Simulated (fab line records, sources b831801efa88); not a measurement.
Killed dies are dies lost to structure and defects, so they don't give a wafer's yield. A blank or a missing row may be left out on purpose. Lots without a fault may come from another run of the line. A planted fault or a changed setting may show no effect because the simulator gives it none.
fab line records | flow sky130
record lots=15 wafers=45 last_day=50
route steps=708 shown CONTACT@422 METAL1@434 VIA1@469
lots that met no fault: from a run of the same line without faults
start_h: hours from the record's first day to the start of the lot's first wafer shown | wait_h: hours since the lot's step before | " the same as in the row above | L1.1+2: a row that stands for several wafers | - no value, or no start given | * or withheld: withheld | < > ~ a bound
route shown NAME@n: a module of which the file shows steps, and the number in the route of the first | usual: mean/standard deviation of fault-free wafers | same: alike in all rows | chamber/n: place in a boat | sites: the reading at each site | _std_site: their standard deviation | _edge_site: outer sites' mean less inner sites' | radius_mm: how far each site lies from the wafer's centre | mask NAME#n: copy n | behind: the tool/chamber that last shaped the wafer | hold: why the lot was held/for how many hours/how that ended | device: the transistor (n, p or np) that didn't switch | end of line: the same wafers' tests at the end of the route | a step without rows: its recipe alone | killed: dies lost to structure and defects at the first sort, not the wafer's yield | map: a wafer's dies, x killed, . not, _ none there
set.NAME: the setting as run; set.NAME@STEP: as run at that earlier step | model.NAME: the simulator's own value behind a step, which no gauge read
steps of the route over a sample of lots; a table a step, a row a wafer
services: from which hour (start_h, from the record's first day; less than 0 if before it) a tool's chamber was out of use, for how many hours, and why
## steps
# step SKY_CONTACT_ETCH_16
# recipe chemistry=N2/H2 target=BARC ion_energy_ev=200 source_w=500 bias_w=100 pressure_mtorr=30 n2_flow_sccm=100 h2_flow_sccm=200 stop_on=SiO2 time_s=45.9 target_depth_a=600
# usual drypump_motor_current_A=5.8/0.39 oes_product_au=0.854/0.0046 throttle_valve_pct=13.225/0.0089
# columns lot.wafer tool chamber start_h wait_h drypump_motor_current_A oes_product_au rf_hours_counter_h throttle_valve_pct
L601.1 rie_diel-02 3 721.01 0.0 5.3 0.844 9 13.235
L601.3 " 2 " " 5.8 0.860 10 13.234
L601.5 " 0 " " 5.6 0.855 - 13.222
L602.1 rie_diel-03 0 736.31 0.0 6.6 0.852 21 13.204
L602.3 " 2 " " 6.0 0.859 1 13.213
L602.4 " 1 " " 5.3 0.853 21 13.239
L604.2 rie_diel-03 0 785.93 0.0 6.7 0.853 22 13.220
L604.3 " 1 " " 5.3 0.855 22 13.233
L604.5 " 0 " " 6.7 0.849 - 13.233
L605.2 rie_diel-01 1 788.11 0.0 5.7 0.855 21 13.234
L605.3 " 3 " " 6.4 0.860 12 13.219
L605.4 " 0 " " 5.8 0.863 - 13.226
L608.2 rie_diel-02 2 790.71 0.0 5.8 0.859 12 13.224
L608.5 " 3 " " 5.3 0.852 - 13.226
L608.6 " 2 " " 5.7 0.859 - 13.215
L606.3 rie_diel-01 3 791.74 0.0 6.4 0.850 12 13.228
L606.4 " 1 " " 5.7 0.861 21 13.242
L606.6 " 3 " " 6.4 0.856 - 13.230
L610.2 rie_diel-03 1 803.33 0.0 5.3 0.850 23 13.226
L610.3 " 2 " " 6.0 0.858 3 13.216
L610.5 " 2 " " 6.0 0.855 - 13.232
L609.3 rie_diel-02 3 805.21 0.0 5.3 0.853 11 13.232
L609.4 " 2 " " 5.7 0.849 12 13.214
L609.6 " 2 " " 5.7 0.852 - 13.233
L612.2 rie_diel-01 3 817.71 0.0 6.3 0.853 14 13.224
L612.3 " 1 " " 5.8 0.855 22 13.216
L612.4 " 3 " " 6.4 0.854 - 13.227
L613.3 rie_diel-03 2 823.61 0.0 6.0 0.854 3 13.225
L613.4 " 1 " " 5.3 0.859 24 13.227
L613.6 " 2 " " 6.0 0.855 - 13.234
L614.2 rie_diel-01 1 827.06 0.0 5.7 0.854 23 13.237
L614.3 " 3 " " 6.3 0.850 14 13.214
L614.4 " 3 " " 6.4 0.851 - 13.234
L615.1 rie_diel-02 0 839.18 0.0 5.6 0.855 23 13.229
L615.4 " 2 " " 5.8 0.852 13 13.232
L615.5 " 2 " " 5.8 0.848 - 13.225
L619.1 rie_diel-03 0 877.19 0.0 6.6 0.853 26 13.223
L619.4 " 2 " " 6.0 0.863 - 13.231
L619.6 " 3 " " 5.7 0.856 - 13.216
L623.2 rie_diel-02 2 902.11 0.0 5.7 0.854 15 13.221
L623.3 " 1 " " 5.5 0.858 7 13.229
L623.6 " 2 " " 5.7 0.856 - 13.229
L624.1 rie_diel-03 2 906.69 0.0 6.0 0.852 6 13.226
L624.2 " 3 " " 5.7 0.851 19 13.236
L624.3 " 0 " " 6.6 0.854 27 13.219
# step SKY_METAL1_SPUTTER_00
# recipe material=Ti target_thk_nm=15 power_w=3000 time_s=10 chamber_pressure_pa=0.4
# usual chamber_pressure_pa=0.4002/0.00068 throttle_valve_pct=29.8/1.1
# columns lot.wafer tool chamber start_h wait_h chamber_pressure_pa throttle_valve_pct
L601.1 pvd_sputter-01 - 722.38 0.1 0.4002 29.2
L601.3 " - " " 0.4006 29.8
L601.5 " - " " 0.4004 30.6
L602.1 pvd_sputter-03 - 737.68 0.1 0.4006 30.3
L602.3 " - " " 0.4011 27.9
L602.4 " - " " 0.4009 28.5
L604.2 pvd_sputter-04 - 787.65 0.2 0.4006 31.2
L604.3 " - " " 0.4013 29.6
L604.5 " - " " 0.3995 31.3
L605.2 pvd_sputter-03 - 789.48 0.1 0.3994 30.5
L605.3 " - " " 0.4000 30.8
L605.4 " - " " 0.3996 27.6
L608.2 pvd_sputter-01 - 792.08 0.2 0.4007 27.9
L608.5 " - " " 0.3998 29.7
L608.6 " - " " 0.3999 30.5
L606.3 pvd_sputter-03 - 793.11 0.1 0.3996 27.6
L606.4 " - " " 0.4004 30.7
L606.6 " - " " 0.4002 28.5
L610.2 pvd_sputter-04 - 805.68 0.1 0.4004 31.0
L610.3 " - " " 0.3997 31.5
L610.5 " - " " 0.4005 29.8
L609.3 pvd_sputter-03 - 806.62 0.1 0.4002 28.7
L609.4 " - " " 0.3996 27.7
L609.6 " - " " 0.4004 30.3
L612.2 pvd_sputter-03 - 819.33 0.1 0.4000 28.7
L612.3 " - " " 0.4013 30.6
L612.4 " - " " 0.4004 28.0
L613.3 pvd_sputter-01 - 824.99 0.1 0.4015 29.8
L613.4 " - " " 0.4001 29.9
L613.6 " - " " 0.3991 30.4
L614.2 pvd_sputter-01 - 828.44 0.2 0.3996 29.6
L614.3 " - " " 0.3996 30.4
L614.4 " - " " 0.3997 29.6
L615.1 pvd_sputter-01 - 840.56 0.1 0.3994 29.5
L615.4 " - " " 0.4008 29.9
L615.5 " - " " 0.4001 27.9
L619.1 pvd_sputter-01 - 878.60 0.2 0.3997 30.5
L619.4 " - " " 0.3997 27.9
L619.6 " - " " 0.4007 28.3
L623.2 pvd_sputter-04 - 903.48 0.2 0.3998 30.5
L623.3 " - " " 0.4004 30.2
L623.6 " - " " 0.4002 30.1
L624.1 pvd_sputter-04 - 908.12 0.2 0.3998 29.8
L624.2 " - " " 0.4004 30.4
L624.3 " - " " 0.4012 31.5
# step SKY_METAL1_CD_MEAS_15
# recipe target_cd_nm=140
# usual cd_nm=140.2/1.5
# columns lot.wafer tool chamber start_h wait_h cd_nm
L601.1 cd_sem-02 - 750.12 - 137.8
L601.3 " - " " 137.6
L601.5 " - " " 138.6
L602.1 cd_sem-01 - 764.75 - 141.9
L602.3 " - " " 141.5
L602.4 " - " " 142.5
L604.2 cd_sem-02 - 815.14 - 138.3
L604.3 " - " " 138.2
L604.5 " - " " 138.1
L605.2 cd_sem-02 - 816.44 - 140.5
L605.3 " - " " 140.8
L605.4 " - " " 139.3
L608.2 cd_sem-01 - 818.82 - 141.8
L608.5 " - " " 140.9
L608.6 " - " " 141.7
L606.3 cd_sem-02 - 820.86 - 139.3
L606.4 " - " " 139.3
L606.6 " - " " 139.0
L610.2 cd_sem-02 - 831.74 - 141.0
L610.3 " - " " 138.6
L610.5 " - " " 140.3
L609.3 cd_sem-02 - 833.58 - 140.3
L609.4 " - " " 139.5
L609.6 " - " " 140.0
L612.2 cd_sem-01 - 845.24 - 138.5
L612.3 " - " " 138.2
L612.4 " - " " 138.9
L613.3 cd_sem-02 - 851.14 - 140.6
L613.4 " - " " 139.7
L613.6 " - " " 140.5
L614.2 cd_sem-01 - 854.86 - 138.4
L614.3 " - " " 139.1
L614.4 " - " " 138.2
L615.1 cd_sem-02 - 866.80 - 142.2
L615.4 " - " " 143.0
L615.5 " - " " 142.1
L619.1 cd_sem-02 - 905.57 - 140.4
L619.4 " - " " 140.9
L619.6 " - " " 140.8
L623.2 cd_sem-01 - 928.17 - 142.1
L623.3 " - " " 141.5
L623.6 " - " " 139.7
L624.1 cd_sem-01 - 932.64 - 139.6
L624.2 " - " " 139.1
L624.3 " - " " 139.1
# step SKY_VIA1_DEVELOP_11
# recipe develop_time_s=60 resist=KrF-thick dev_temp_c=21
# usual chill_plate_temp_C=23.00/0.11 develop_time_s=60/0
# columns lot.wafer tool chamber start_h wait_h chill_plate_temp_C develop_time_s
L601.1 litho_track-02 0 778 - 23.02 60
L601.3 " 0 " " 22.95 60
L601.5 " 0 " " 22.97 60
L602.1 litho_track-03 0 792 - 22.96 60
L602.3 " 0 793 - 23.08 60
L602.4 " 0 " " 23.08 60
L604.2 litho_track-02 0 842 - 22.98 60
L604.3 " 0 " " 23.10 60
L604.5 " 0 " " 23.16 60
L605.2 litho_track-03 0 843 - 22.77 60
L605.3 " 0 " " 22.85 60
L605.4 " 0 " " 23.02 60
L608.2 litho_track-03 0 846 - 22.96 60
L608.5 " 0 " " 23.05 60
L608.6 " 0 " " 22.91 60
L606.3 litho_track-03 0 848 - 23.02 60
L606.4 " 0 " " 22.82 60
L606.6 " 0 " " 23.08 60
L610.2 litho_track-03 0 858 - 22.89 60
L610.3 " 0 " " 22.94 60
L610.5 " 0 " " 22.94 60
L609.3 litho_track-02 0 860 - 23.00 60
L609.4 " 0 " " 23.08 60
L609.6 " 0 " " 22.90 60
L612.2 litho_track-04 0 872 - 23.05 60
L612.3 " 0 " " 23.05 60
L612.4 " 0 " " 22.90 60
L613.3 litho_track-03 - 879 - - -
L613.4 " - " " - -
L613.6 " - " " - -
L614.2 litho_track-02 - 883 - - -
L614.3 " - " " - -
L614.4 " - " " - -
L615.1 litho_track-02 - 895 - - -
L615.4 " - " " - -
L615.5 " - " " - -
L619.1 litho_track-03 0 930 - 23.09 60
L619.4 " 0 " " 23.05 60
L619.6 " 0 " " 22.81 60
L623.2 litho_track-03 0 954 - 23.07 60
L623.3 " 0 " " 23.26 60
L623.6 " 0 " " 23.11 60
L624.1 litho_track-02 0 958 - 22.82 60
L624.2 " 0 " " 22.86 60
L624.3 " 0 " " 22.98 60
## services
# columns tool chamber start_h hours kind
rie_diel-01 2 698.77 8.5 repair
rie_diel-02 - 760.24 14.6 pm
pvd_sputter-03 - 766.08 4.3 repair
rie_diel-01 2 773.24 17.3 repair
pvd_sputter-03 - 794.92 6.0 repair
rie_diel-02 0 840.91 13.5 repair
rie_diel-03 2 849.94 5.9 repair
rie_diel-01 2 861.69 7.3 repair
rie_diel-02 - 869.87 0.5 repair
rie_diel-03 1 873.04 58.2 repair
rie_diel-01 3 877.50 3.4 repair
rie_diel-01 0 880.94 4.4 repair
rie_diel-02 - 886.91 0.9 repair
rie_diel-01 1 897.41 4.1 repair
rie_diel-01 0 904.63 20.5 repair
pvd_sputter-01 - 911.04 14.2 repair
rie_diel-03 0 914.45 4.4 repair
rie_diel-03 1 931.25 - clean
rie_diel-03 1 931.25 27.3 scheduled_down
rie_diel-03 1 931.25 27.3 vent_cycle
pvd_sputter-03 - 945.81 0.8 repair
rie_diel-03 0 958.50 - clean
rie_diel-03 0 958.50 - consumable_replace:showerhead
rie_diel-03 0 958.50 31.5 scheduled_down
## key
first_sign step=SKY_VIA1_DEVELOP_11 reading=tool_record direction=missing
effect none on later readings
met_at SKY_VIA1_DEVELOP_11
struck_lots L613,L614,L615
later_rows_left_out L613.3,L613.4,L613.6,L614.2,L614.3,L614.4,L615.1,L615.4,L615.5
sort_left_out L613.3,L613.4,L613.6,L614.2,L614.3,L614.4,L615.1,L615.4,L615.5
not_acting_at SKY_CONTACT_ETCH_16,SKY_METAL1_SPUTTER_00,SKY_METAL1_CD_MEAS_15
onset_between 860 879
fault kind=skipped_step_whole tool=litho_track-02,litho_track-03 chamber=- onset_h=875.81 steps=SKY_VIA1_DEVELOP_11 scope=struck_lots_only
# sort_left_out: the simulated sort isn't trusted on such a fault, so these wafers' sort isn't shown, and their yield isn't known
# later_rows_left_out: the simulator's readings of these wafers behind a module that went badly wrong aren't trusted and aren't shown, but for the sort
